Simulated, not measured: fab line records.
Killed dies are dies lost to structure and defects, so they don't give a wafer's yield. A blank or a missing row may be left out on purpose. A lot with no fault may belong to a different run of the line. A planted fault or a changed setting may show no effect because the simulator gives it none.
2 desks, one fault + flow sky130 + what lay behind the numbers comes last; until then each desk has only its own

AT THE TOOL OWNER'S DESK: pvdSputter-02
The tool's own readings at SKY_METAL4_SPUTTER_03 (material Ti, target thk 5 nm, time 3.3 s): means of the sampled wafers that have a number, for each lot that ran on this tool. Marked OUT: a lot whose mean sits more than 4 standard deviations from the usual mean, which makes it out of limits; the brackets give that distance.
Columns: A = chamberPressurePa at SKY_METAL4_SPUTTER_03, usual 0.3999 Pa; B = throttleValvePct at SKY_METAL4_SPUTTER_03, usual 30.3 %
| lot  | first seen here | A      | B    |
|------|-----------------|--------|------|
| L501 | day 40 09:39    | 0.3998 | 30.4 |
| L507 | day 42 07:52    | 0.3995 | 30.3 |
Result from this desk: across the 2 lots, nothing is out of limits.

FROM THE METROLOGY DESK
What the gauges read, lot by lot, whatever tool the lot ran on: means of the sampled wafers that have a number. Marked OUT: a lot whose mean sits more than 4 standard deviations from the usual mean, which makes it out of limits; the brackets give that distance.
Columns: A = VIA3_W_RS at SKY_VIA3_RS_MEAS_22, usual 0.296 ohm/sq; B = VIA3_W_THK at SKY_VIA3_THK_MEAS_23, usual 386 nm
| lot  | first seen here | A     | B   |
|------|-----------------|-------|-----|
| L501 | day 40 09:05    | 0.291 | 394 |
| L503 | day 41 02:55    | 0.296 | 387 |
| L507 | day 42 07:18    | 0.299 | 384 |
| L515 | day 44 04:46    | 0.292 | 384 |
| L521 | day 45 17:41    | 0.297 | 379 |
Result from this desk: across the 5 lots, nothing is out of limits.

BROUGHT TOGETHER
The tool owner's desk saw nothing out of limits.
Metrology desk: nothing out of limits seen.

WHAT THE SIMULATOR PUT IN
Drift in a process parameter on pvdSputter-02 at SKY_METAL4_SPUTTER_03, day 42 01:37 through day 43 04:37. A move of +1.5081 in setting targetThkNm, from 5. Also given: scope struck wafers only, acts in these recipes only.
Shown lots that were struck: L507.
